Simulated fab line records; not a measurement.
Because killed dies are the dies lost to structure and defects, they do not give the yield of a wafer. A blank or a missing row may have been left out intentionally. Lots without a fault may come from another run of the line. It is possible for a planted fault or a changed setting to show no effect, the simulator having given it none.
fab line records	flow sky130
record lots=10	wafers=30	last-day=50
route steps=708 shown CONTACT@411 METAL1@436
lots untouched by any fault: they come from a run of this same line in which no faults occurred
start-h: start of the lot's first displayed wafer, in hours after the record's first day	wait-h: hours elapsed since this lot's preceding step	" as in the row above	L1.1+2: several wafers, shown together as one row	- value missing, or start not given	* or withheld: withheld	< > ~ a bound
route shown NAME@n: a module of which the file shows steps, and the number in the route of the first	usual: mean/standard deviation of fault-free wafers	same: alike in all rows	chamber/n: place in a boat	sites: each site's reading	_std_site: how widely they spread, as a standard deviation	_edge_site: inner sites' mean taken away from outer sites' mean	radius-mm: for every site, how far away it sits from the centre of the wafer	mask NAME#n: copy n	behind: the tool/chamber that last shaped the wafer	hold: why the lot went on hold/how many hours it stayed there/how the hold came to an end	device: the n, p or np transistor that did not switch	end of line: tests of these same wafers at the route's end	a step given without rows: its recipe and nothing more	killed: dies lost to structure and defects at the first sort, not the wafer's yield	map: dies across one wafer; x = killed, . = not, _ = none there
set.NAME: the setting that was run; set.NAME@STEP: the one run at that earlier step	model.NAME: the simulator's own value behind a step, which no gauge read
the route's steps for a sample of lots (tables are steps, rows are wafers)
services: a tool's chamber out of use, with start hour (start-h, from the record's first day; less than 0 if before it), hours out, and reason
## steps
# step SKY_CONTACT_BOW_MEAS_05
# recipe mode=bow
# usual CONTACT_BOW=81/6.5
lot.wafer	tool	chamber	start-h	wait-h	CONTACT_BOW[um]
L797.1	film-metro-02	-	711.16	0.1	77
L797.4	"	-	"	"	79
L797.6	"	-	"	"	72
L798.3	film-metro-04	-	711.72	0.2	76
L798.5	"	-	"	"	76
L798.6	"	-	"	"	96
L800.1	film-metro-04	-	733.20	0.1	80
L800.4	"	-	"	"	90
L800.6	"	-	"	"	91
L802.2	film-metro-04	-	733.82	0.1	88
L802.3	"	-	"	"	87
L802.4	"	-	"	"	87
L803.1	film-metro-04	-	764.85	0.2	84
L803.3	"	-	"	"	83
L803.5	"	-	"	"	90
L807.2	film-metro-01	-	789.91	0.1	81
L807.5	"	-	"	"	85
L807.6	"	-	"	"	85
L816.1	film-metro-02	-	868.25	0.1	81
L816.4	"	-	"	"	84
L816.5	"	-	"	"	74
L817.1	film-metro-02	-	872.71	0.1	69
L817.3	"	-	"	"	85
L817.6	"	-	"	"	80
L819.2	film-metro-01	-	877.81	0.2	82
L819.4	"	-	"	"	88
L819.6	"	-	"	"	87
L820.2	film-metro-02	-	879.53	0.2	71
L820.3	"	-	"	"	81
L820.6	"	-	"	"	75
# step SKY_CONTACT_CD_MEAS_14
# recipe target-cd-nm=170
# usual cd-nm=169.6/1.6
lot.wafer	tool	chamber	start-h	wait-h	cd-nm
L797.1	cd-sem-02	-	737.12	-	171.9
L797.4	"	-	"	"	171.1
L797.6	"	-	"	"	170.5
L798.3	cd-sem-01	-	738.61	-	170.3
L798.5	"	-	"	"	169.6
L798.6	"	-	"	"	169.9
L800.1	cd-sem-02	-	760.87	-	168.1
L800.4	"	-	"	"	168.9
L800.6	"	-	"	"	168.0
L802.2	cd-sem-02	-	761.04	-	168.6
L802.3	"	-	"	"	167.9
L802.4	"	-	"	"	169.6
L803.1	cd-sem-01	-	790.97	-	168.7
L803.3	"	-	"	"	169.9
L803.5	"	-	"	"	168.9
L807.2	cd-sem-02	-	816.24	-	170.4
L807.5	"	-	"	"	170.5
L807.6	"	-	"	"	170.0
L816.1	cd-sem-02	-	893.92	-	165.3
L816.4	"	-	"	"	167.0
L816.5	"	-	"	"	164.2
L817.1	cd-sem-02	-	897.42	-	169.4
L817.3	"	-	"	"	171.0
L817.6	"	-	"	"	171.3
L819.2	cd-sem-01	-	901.64	-	171.7
L819.4	"	-	"	"	171.9
L819.6	"	-	"	"	172.0
L820.2	cd-sem-01	-	905.04	-	169.7
L820.3	"	-	"	"	170.0
L820.6	"	-	"	"	169.7
# step SKY_METAL1_SPUTTER_02
# recipe material=AlCu	target-thk-nm=250	power-w=10600	time-s=13.3	chamber-pressure-pa=0.4
# usual cathode-dc-power-W=10600/1.8	throttle-valve-pct=30.1/1.3
lot.wafer	tool	chamber	start-h	wait-h	cathode-dc-power-W	throttle-valve-pct
L797.1	pvd-sputter-02	-	739.04	0.0	10600	29.7
L797.4	"	-	"	"	10600	31.0
L797.6	"	-	"	"	10599	30.7
L798.3	pvd-sputter-02	-	740.15	0.0	10601	30.8
L798.5	"	-	"	"	10597	30.8
L798.6	"	-	"	"	10601	30.2
L800.1	pvd-sputter-02	-	762.75	0.0	10598	30.1
L800.4	"	-	"	"	10599	30.3
L800.6	"	-	"	"	10601	29.9
L802.2	pvd-sputter-01	-	763.05	0.0	10599	31.9
L802.3	"	-	"	"	10600	27.2
L802.4	"	-	"	"	10599	29.9
L803.1	pvd-sputter-02	-	792.71	0.0	13096	30.3
L803.3	"	-	"	"	13095	29.8
L803.5	"	-	"	"	13098	31.0
L807.2	pvd-sputter-02	-	817.83	0.0	13095	30.2
L807.5	"	-	"	"	13096	30.3
L807.6	"	-	"	"	13094	29.6
L816.1	pvd-sputter-02	-	895.59	0.0	10602	30.9
L816.4	"	-	"	"	10602	30.2
L816.5	"	-	"	"	10599	30.7
L817.1	pvd-sputter-02	-	899.35	0.0	10598	30.9
L817.3	"	-	"	"	10599	30.8
L817.6	"	-	"	"	10602	31.3
L819.2	pvd-sputter-01	-	903.24	0.0	10603	30.0
L819.4	"	-	"	"	10599	30.7
L819.6	"	-	"	"	10602	27.3
L820.2	pvd-sputter-02	-	906.60	0.0	10599	29.9
L820.3	"	-	"	"	10601	30.8
L820.6	"	-	"	"	10601	30.7
# step SKY_METAL1_RS_MEAS_05
# recipe thk-meas-gauge=four-point-probe	reads=TiN_of_METAL1_SPUTTER_04+Ti_of_METAL1_SPUTTER_03+AlCu_of_METAL1_SPUTTER_02+TiN_of_METAL1_SPUTTER_01+Ti_of_METAL1_SPUTTER_00
# usual METAL1_ALCU_RS=0.1269/0.0014
lot.wafer	tool	chamber	start-h	wait-h	METAL1_ALCU_RS[ohm/sq]
L797.1	film-metro-02	-	739.13	0.0	0.1265
L797.4	"	-	"	"	0.1256
L797.6	"	-	"	"	0.1254
L798.3	film-metro-02	-	740.28	0.1	0.1243
L798.5	"	-	"	"	0.1239
L798.6	"	-	"	"	0.1261
L800.1	film-metro-03	-	762.84	0.0	0.1251
L800.4	"	-	"	"	0.1240
L800.6	"	-	"	"	0.1263
L802.2	film-metro-04	-	763.16	0.0	0.1274
L802.3	"	-	"	"	0.1285
L802.4	"	-	"	"	0.1295
L803.1	film-metro-03	-	792.80	0.0	0.1032
L803.3	"	-	"	"	0.1031
L803.5	"	-	"	"	0.1024
L807.2	film-metro-02	-	817.95	0.0	0.1008
L807.5	"	-	"	"	0.1005
L807.6	"	-	"	"	0.1013
L816.1	film-metro-04	-	895.68	0.0	0.1259
L816.4	"	-	"	"	0.1268
L816.5	"	-	"	"	0.1266
L817.1	film-metro-03	-	899.44	0.0	0.1259
L817.3	"	-	"	"	0.1244
L817.6	"	-	"	"	0.1254
L819.2	film-metro-03	-	903.35	0.0	0.1278
L819.4	"	-	"	"	0.1262
L819.6	"	-	"	"	0.1271
L820.2	film-metro-02	-	906.71	0.0	0.1276
L820.3	"	-	"	"	0.1282
L820.6	"	-	"	"	0.1278
# step SKY_METAL1_THK_MEAS_06
# recipe thk-meas-gauge=xrf	reads=AlCu_of_METAL1_SPUTTER_02
# usual METAL1_ALCU_THK=252/3.2
lot.wafer	tool	chamber	start-h	wait-h	METAL1_ALCU_THK[nm]
L797.1	film-metro-02	-	739.25	0.1	254
L797.4	"	-	"	"	257
L797.6	"	-	"	"	256
L798.3	film-metro-02	-	740.38	0.1	261
L798.5	"	-	"	"	259
L798.6	"	-	"	"	255
L800.1	film-metro-03	-	762.96	0.1	254
L800.4	"	-	"	"	258
L800.6	"	-	"	"	253
L802.2	film-metro-04	-	763.27	0.1	251
L802.3	"	-	"	"	248
L802.4	"	-	"	"	247
L803.1	film-metro-03	-	792.92	0.1	308
L803.3	"	-	"	"	309
L803.5	"	-	"	"	315
L807.2	film-metro-02	-	818.06	0.1	316
L807.5	"	-	"	"	316
L807.6	"	-	"	"	313
L816.1	film-metro-04	-	895.80	0.1	254
L816.4	"	-	"	"	250
L816.5	"	-	"	"	251
L817.1	film-metro-03	-	899.56	0.1	258
L817.3	"	-	"	"	260
L817.6	"	-	"	"	262
L819.2	film-metro-03	-	903.46	0.1	255
L819.4	"	-	"	"	256
L819.6	"	-	"	"	253
L820.2	film-metro-02	-	906.82	0.1	251
L820.3	"	-	"	"	251
L820.6	"	-	"	"	251
# step SKY_METAL1_OVL_MEAS_16
# usual METAL1_OVL=0/5.3
lot.wafer	tool	chamber	start-h	wait-h	METAL1_OVL[nm]
L797.1	overlay-01	-	765.55	0.1	-9
L797.4	"	-	"	"	4
L797.6	"	-	"	"	2
L798.3	overlay-01	-	767.31	0.1	0
L798.5	"	-	"	"	0
L798.6	"	-	"	"	-14
L800.1	overlay-01	-	788.89	0.1	-1
L800.4	"	-	"	"	-8
L800.6	"	-	"	"	-7
L802.2	overlay-02	-	789.25	0.1	4
L802.3	"	-	"	"	-1
L802.4	"	-	"	"	-5
L803.1	overlay-01	-	819.69	0.1	2
L803.3	"	-	"	"	2
L803.5	"	-	"	"	1
L807.2	overlay-02	-	844.75	0.1	1
L807.5	"	-	"	"	-1
L807.6	"	-	"	"	2
L816.1	overlay-01	-	920.29	0.1	-10
L816.4	"	-	"	"	-10
L816.5	"	-	"	"	2
L817.1	overlay-01	-	924.64	0.1	2
L817.3	"	-	"	"	10
L817.6	"	-	"	"	-3
L819.2	overlay-02	-	928.12	0.1	-10
L819.4	"	-	"	"	-2
L819.6	"	-	"	"	-11
L820.2	overlay-01	-	931.76	0.1	16
L820.3	"	-	"	"	4
L820.6	"	-	"	"	6
# step SKY_METAL1_METAL_ETCH_19
# recipe target-depth-a=3600	stop-on=SiO2	over-etch-frac=0.3	time-s=78	chemistry=Cl2/BCl3	resist-sidewall-deg=88	pressure-mtorr=10	icp-w=900	bias-w=48.5	Cl2_flow_sccm=60	bcl3-flow-sccm=30
# usual chamber-pressure-mTorr=10.000/0.009	drypump-motor-current-A=6.0/0.53	oes-product-au=0.855/0.0059	throttle-valve-pct=22.264/0.0087
lot.wafer	tool	chamber	start-h	wait-h	chamber-pressure-mTorr	drypump-motor-current-A	oes-product-au	rf-hours-counter-h	throttle-valve-pct
L797.1	rie-metal-02	0	765.78	0.1	9.997	6.8	0.858	2	22.253
L797.4	"	0	"	"	9.990	6.8	0.854	-	22.273
L797.6	"	0	"	"	9.999	6.8	0.849	-	22.260
L798.3	rie-metal-01	1	767.45	0.1	10.006	5.7	0.867	-	22.251
L798.5	"	0	"	"	9.997	5.9	0.864	-	22.256
L798.6	"	1	"	"	9.987	5.7	0.852	-	22.273
L800.1	rie-metal-01	0	789.02	0.0	10.001	5.9	0.860	7	22.266
L800.4	"	1	"	"	9.987	5.7	0.867	-	22.278
L800.6	"	0	"	"	10.009	5.9	0.862	-	22.269
L802.2	rie-metal-02	0	789.50	0.1	9.995	6.8	0.854	-	22.277
L802.3	"	0	"	"	9.994	6.8	0.845	-	22.261
L802.4	"	0	"	"	10.017	6.8	0.852	-	22.261
L803.1	rie-metal-02	0	819.82	0.0	10.014	6.7	0.886	5	22.248
L803.3	"	0	"	"	9.991	6.8	0.885	-	22.259
L803.5	"	1	"	"	9.998	5.8	0.882	-	22.271
L807.2	rie-metal-02	1	844.87	0.0	10.014	5.8	0.888	2	22.272
L807.5	"	0	"	"	9.986	6.8	0.888	-	22.270
L807.6	"	1	"	"	10.008	5.7	0.888	-	22.261
L816.1	rie-metal-01	1	920.43	0.0	9.988	5.7	0.859	1	22.257
L816.4	"	1	"	"	10.009	5.7	0.852	-	22.282
L816.5	"	1	"	"	9.992	5.7	0.860	-	22.269
L817.1	rie-metal-04	0	924.78	0.0	10.013	5.3	0.852	12	22.253
L817.3	"	0	"	"	10.013	5.3	0.859	-	22.257
L817.6	"	0	"	"	10.008	5.3	0.853	-	22.267
L819.2	rie-metal-02	1	928.24	0.0	10.009	5.8	0.856	6	22.263
L819.4	"	0	"	"	10.009	6.8	0.860	-	22.275
L819.6	"	0	"	"	10.003	6.8	0.851	-	22.266
L820.2	rie-metal-02	1	931.88	0.0	9.997	5.7	0.857	6	22.258
L820.3	"	1	"	"	9.995	5.8	0.845	-	22.261
L820.6	"	0	"	"	9.986	6.8	0.852	-	22.280
## services
tool	chamber	start-h	hours	kind
pvd-sputter-02	-	718.01	0.6	repair
rie-metal-02	0	728.06	1.8	repair
rie-metal-02	0	733.98	1.9	repair
rie-metal-04	-	739.56	0.6	repair
rie-metal-02	1	761.79	11.8	repair
rie-metal-04	-	763.00	2.8	pm
rie-metal-02	1	779.11	-	clean
rie-metal-02	1	779.11	26.7	scheduled-down
rie-metal-02	1	779.11	26.7	vent-cycle
rie-metal-04	1	782.99	12.2	repair
pvd-sputter-02	3	804.10	-	consumable-replace:kit
pvd-sputter-02	3	804.10	18.0	scheduled-down
pvd-sputter-02	3	804.10	18.0	vent-cycle
pvd-sputter-02	-	805.55	1.1	repair
rie-metal-01	1	854.05	-	clean
rie-metal-01	1	854.05	26.9	scheduled-down
rie-metal-01	1	854.05	26.9	vent-cycle
pvd-sputter-02	-	878.85	3.7	repair
pvd-sputter-01	-	885.11	7.9	repair
pvd-sputter-02	2	905.14	-	consumable-replace:kit
pvd-sputter-02	2	905.14	18.0	scheduled-down
pvd-sputter-02	2	905.14	18.0	vent-cycle
pvd-sputter-01	-	921.14	2.2	repair
## key
first-sign step=SKY_METAL1_SPUTTER_02	reading=cathode-dc-power-W	direction=up	sigmas=99+	usual=10600	struck=13096
effect step=SKY_METAL1_RS_MEAS_05	reading=METAL1_ALCU_RS	direction=down	sigmas=18	usual=0.1269	struck=0.1019
effect step=SKY_METAL1_THK_MEAS_06	reading=METAL1_ALCU_THK	direction=up	sigmas=19	usual=252	struck=313
effect step=SKY_METAL1_METAL_ETCH_19	reading=oes-product-au	direction=up	sigmas=5.4	usual=0.855	struck=0.886
met-at SKY_METAL1_SPUTTER_02
struck-lots L803,L807
not-acting-at SKY_CONTACT_BOW_MEAS_05,SKY_CONTACT_CD_MEAS_14,SKY_METAL1_OVL_MEAS_16
onset-between 762.75 792.71
fault kind=process-parameter-drift	tool=pvd-sputter-02	chamber=-	onset-h=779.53	steps=SKY_METAL1_SPUTTER_02	channel=power-w	offset=*	shape=step	end-h=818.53	acts-in=*	stated=*
